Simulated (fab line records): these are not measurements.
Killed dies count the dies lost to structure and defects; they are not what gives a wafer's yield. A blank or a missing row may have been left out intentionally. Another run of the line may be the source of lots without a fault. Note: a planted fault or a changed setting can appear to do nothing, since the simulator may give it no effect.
One fault through the eyes of 2 desks :: flow sky130 :: each desk has only its own numbers; what lay behind them comes last

== THE TOOL OWNER'S DESK: rie diel-01 ==
The tool's own readings at SKY_VIA3_ETCH_14 (etches BARC in N2/H2, stops on SiO2, time 45.9 s, target depth 60 nm): means of the sampled wafers that have a number, for each lot that ran on this tool. Any lot whose mean is over 4 standard deviations away from the usual mean is out of limits and marked OUT; that distance is given in the brackets.
Columns: A = drypump motor current A at SKY_VIA3_ETCH_14, usual 5.8 A; B = oes product au at SKY_VIA3_ETCH_14, usual 0.855 a.u.; C = run length s at SKY_VIA3_ETCH_14, usual 74.2 s; D = throttle valve pct at SKY_VIA3_ETCH_14, usual 13.224 %
lot: L556
first seen here: day 39 20:22
A: 5.7
B: 0.859
C: 74.1
D: 13.219

lot: L557
first seen here: day 39 22:17
A: 5.7
B: 0.855
C: 74.6
D: 13.226

lot: L567
first seen here: day 43 05:35
A: 6.2
B: 0.853
C: 74.3
D: 13.225

lot: L568
first seen here: day 43 09:11
A: 5.7
B: 0.994 (+30) OUT
C: 57.8 (-38) OUT
D: 13.240

lot: L569
first seen here: day 43 18:31
A: 5.3
B: 0.999 (+31) OUT
C: 57.9 (-38) OUT
D: 13.224
This desk's verdict: out of limits on L568, L569, starting with L568 at day 43 09:11 (oes product au at SKY_VIA3_ETCH_14). In limits: L556, L557, L567.

== THE METROLOGY DESK ==
What the gauges read for every lot (on any tool): the sampled wafers with a number, averaged. Any lot whose mean is over 4 standard deviations away from the usual mean is out of limits and marked OUT; that distance is given in the brackets.
Columns: A = cd nm at SKY_METAL3_CD_MEAS_13, usual 299.7 nm
lot: L555
first seen here: day 38 13:07
A: 300.4

lot: L556
first seen here: day 38 17:47
A: 299.2

lot: L557
first seen here: day 38 20:54
A: 298.7

lot: L558
first seen here: day 39 06:13
A: 298.2

lot: L559
first seen here: day 39 19:07
A: 299.6

lot: L560
first seen here: day 40 01:37
A: 298.1

lot: L563
first seen here: day 41 00:43
A: 298.6

lot: L564
first seen here: day 41 05:27
A: 300.0

lot: L565
first seen here: day 41 11:11
A: 300.5

lot: L567
first seen here: day 42 04:32
A: 299.9

lot: L568
first seen here: day 42 08:52
A: 300.2

lot: L569
first seen here: day 42 17:44
A: 302.3

lot: L570
first seen here: day 42 20:22
A: 299.9

lot: L575
first seen here: day 44 09:25
A: 299.1
Result from this desk: across the 14 lots, nothing is out of limits.

== ALL TOGETHER ==
At day 43 09:11, on L568, L569, the tool owner's desk was in a position to raise an alarm.
At the metrology desk, nothing out of limits was observed.
The metrology desk holds a record of L568, L569, inside its limits.
The lots listed all ran SKY_VIA3_ETCH_14 on rie diel-01.

== WHAT WAS PUT IN BY THE SIMULATOR ==
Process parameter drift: rie diel-01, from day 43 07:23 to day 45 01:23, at SKY_VIA3_ETCH_14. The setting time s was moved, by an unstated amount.
Lots struck among those shown: L568, L569.
Hours from the fault's start to each desk's first reading out of limits: the tool owner's desk, 2.
